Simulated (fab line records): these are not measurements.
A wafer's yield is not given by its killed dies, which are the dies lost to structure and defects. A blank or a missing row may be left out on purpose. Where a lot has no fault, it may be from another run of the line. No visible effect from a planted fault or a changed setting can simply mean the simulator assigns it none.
Split-lot study -- flow sfq_line -- on a route of 325 steps: 5 lots, 23 wafers read

## THE SPLIT
At SFQ_TRILAYER_M7_DEP_SPUTTER_175 (material Nb, target thk 200 nm, time 133.3 s), the setting time_s was moved away from the recipe's 133.3 s on 5 of the 23 wafers read, by -9.8% to +10.1%. All remaining wafers had this setting at the recipe value.

## FROM THE SPLIT TO THE READING: what the file shows between them, 6 steps
- SFQ_M7_RS_MEAS_943: measures by four-point-probe
- SFQ_TRILAYER_M7_LITHO_COAT_177: resist thk 600 nm (also split here: resist_thk_nm)
- SFQ_TRILAYER_M7_LITHO_SOFTBAKE_181
- SFQ_TRILAYER_M7_LITHO_EXPOSE_178: exposes mask M7, target cd 500 nm
- SFQ_TRILAYER_M7_LITHO_DEVELOP_179: time 60 s
- SFQ_TRILAYER_M7_BARC_OPEN_METAL_ETCH_229: etches BARC in O2, target depth 125 nm, time 41.7 s

## THE READING
oes_product_au, in a.u., at SFQ_TRILAYER_M7_ETCH_METAL_ETCH_180 (etches Nb in Cl2/Ar, stops on SiO2, target depth 240 nm, time 120 s). Fault-free wafers of this fab line usually give 0.896 a.u., standard deviation 0.0066 a.u.

wafer,"tool, chamber at the split","time_s as run, s",against the recipe,"oes_product_au, a.u.",against lot-mates on the recipe
L076.1,"pvd_sputter-04, -",133.3,recipe,0.892,-
L076.2,"pvd_sputter-04, -",133.3,recipe,0.896,-
L076.3,"pvd_sputter-04, -",133.3,recipe,0.889,-
L076.4,"pvd_sputter-04, -",133.3,recipe,0.892,-
L076.5,"pvd_sputter-04, -",133.3,recipe,0.889,-
L077.1,"pvd_sputter-06, -",120.2,-9.8%,0.855,-0.048
L077.2,"pvd_sputter-06, -",120.2,-9.8%,0.848,-0.055
L077.4,"pvd_sputter-06, -",120.2,-9.8%,0.849,-0.054
L077.5,"pvd_sputter-06, -",133.3,recipe,0.897,-
L077.6,"pvd_sputter-06, -",133.3,recipe,0.910,-
L078.1,"pvd_sputter-03, -",146.8,+10.1%,0.941,+0.043
L078.2,"pvd_sputter-03, -",133.3,recipe,0.896,-
L078.3,"pvd_sputter-03, -",133.3,recipe,0.899,-
L078.4,"pvd_sputter-03, -",146.8,+10.1%,0.950,+0.052
L078.6,"pvd_sputter-03, -",133.3,recipe,0.899,-
L082.2,"pvd_sputter-03, -",133.3,recipe,0.898,-
L082.4,"pvd_sputter-03, -",133.3,recipe,0.900,-
L082.6,"pvd_sputter-03, -",133.3,recipe,0.903,-
L083.2,"pvd_sputter-04, -",133.3,recipe,0.891,-
L083.3,"pvd_sputter-04, -",133.3,recipe,0.883,-
L083.4,"pvd_sputter-04, -",133.3,recipe,0.890,-
L083.5,"pvd_sputter-04, -",133.3,recipe,0.900,-
L083.6,"pvd_sputter-04, -",133.3,recipe,0.896,-

THE FIT
A straight line over all 23 wafers: oes_product_au changes by +0.00473 a.u. for each +1% of time_s; r = +0.97; the points scatter about the line by 0.0059 a.u.
The same after taking each lot's own level away (the mean of its wafers on the recipe; 23 wafers): +0.00508 a.u. for each +1%; r = +0.98; scatter 0.0045 a.u.
Per that fit: largest time_s move, reading shift of 0.051 a.u.
The lots' own levels span 0.8916 to 0.9035 a.u., that is 1.8 times the standard deviation above.
Hence the lot-to-lot level has little effect on the slope; both slopes agree.
Check: for one of the wafers moved furthest among these (+10.1%), held out of the fit, the line's prediction against its lot-mates is +0.0535 a.u. It came out at +0.043 a.u. against them.

## OTHER SPLITS APPLIED TO THESE WAFERS
Before the reading, these wafers also passed through other splits. Each is held against what the fit with the lots' levels taken away leaves over:
other split on the same wafers,wafers away from the commonest value,r with oes_product_au (lot level and that fit taken away)
SFQ_TRILAYER_I6_DEP_PECVD_165 time_s,5,+0.14
SFQ_TRILAYER_I6_VIA_BARC_OPEN_VIA_ETCH_235 source_w,5,+0.37
SFQ_TRILAYER_M7_LITHO_COAT_177 resist_thk_nm,8,-0.05

## THE WHOLE CHAIN: every reading that the file lists as answering this split, in the file's order
step,what it does,reading,change (the file's fit),r (the file's)
SFQ_TRILAYER_M7_DEP_SPUTTER_175,"material Nb, target thk 200 nm, time 133.3 s","Nb_of_TRILAYER_M7_DEP_SPUTTER_175.thk_nm (the simulator's own value, which no gauge read)",+1.95 nm for each +1% of the setting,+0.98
SFQ_M7_RS_MEAS_943,measures by four-point-probe,M7_NB_RS,-0.00875 for each +1% of the setting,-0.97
SFQ_TRILAYER_M7_ETCH_METAL_ETCH_180,"etches Nb in Cl2/Ar, stops on SiO2, target depth 240 nm, time 120 s",oes_product_au,+0.00503 a.u. for each +1% of the setting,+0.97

## FILE'S OWN FIT
oes_product_au changes by +0.00503 a.u. for each +1% of time_s, r = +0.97.
